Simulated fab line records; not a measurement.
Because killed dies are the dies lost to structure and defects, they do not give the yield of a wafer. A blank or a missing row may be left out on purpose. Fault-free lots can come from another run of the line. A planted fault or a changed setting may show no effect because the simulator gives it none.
Which tool is to blame? -- flow gf180mcu -- Sampling: 6 lots, 18 wafers, 3 of 602 route steps

## WHAT EACH GAUGE READ, for each wafer
GF_VT_IMPLANT_TW_MEAS_21.
lot,measured,on,VT_IMPLANT_2_TW
L357,day 6 17:37,film_metro-03,1216 1221 1210
L360,day 7 14:13,film_metro-01,1204 1198 1211
L366,day 9 04:59,film_metro-01,1208 1215 1207
L369,day 10 00:23,film_metro-03,1214 1212 1212
L376,day 11 17:34,film_metro-01,1203 1206 1209
L378,day 12 09:08,film_metro-03,1208 1204 1210

## TOOL THAT RAN EACH LOT (tool first, then ch and the chambers of the sampled wafers, then the start)
lot,GF_LVPWELL_STRIP_10,GF_MVPSD_IMPLANT_09
L357,"plasma_asher-04 ch 0,1, day 4 07:01","implanter-01 ch 0, day 5 10:05"
L360,"plasma_asher-04 ch 0,1, day 5 00:35","implanter-04 ch 0, day 6 06:31"
L366,"plasma_asher-01 ch 0,1, day 6 11:29","implanter-01 ch 0, day 7 19:23"
L369,"plasma_asher-03 ch 0, day 7 05:25","implanter-03 ch 0, day 8 13:50"
L376,"plasma_asher-01 ch 0,1, day 8 18:31","implanter-04 ch 0, day 10 04:40"
L378,"plasma_asher-01 ch 0,1, day 9 08:34","implanter-03 ch 0, day 10 19:54"
- GF_LVPWELL_STRIP_10: strips in O2/N2.
- GF_MVPSD_IMPLANT_09

## THE ANSWER, worked out from the rows above alone
Rule: the usual values come from the lots themselves. The widest of any qualifying gaps counts: lots, ordered by their means at a reading, are off when they make up no more than a third of the lots, leave a main group of 4 or more, and stand apart from it by 3 or more times the standard deviation of that group's means. The tables above print the reading to a certain number of digits; a main group whose means all agree to those digits is not used. A lot without any number at a reading at which 4 lots or more have one is off too. All remaining lots with rows at the step are treated as sound.
No lot is off on any of the readings shown, so nothing can be concluded from this.

## WHAT THE SIMULATOR HAD PUT IN
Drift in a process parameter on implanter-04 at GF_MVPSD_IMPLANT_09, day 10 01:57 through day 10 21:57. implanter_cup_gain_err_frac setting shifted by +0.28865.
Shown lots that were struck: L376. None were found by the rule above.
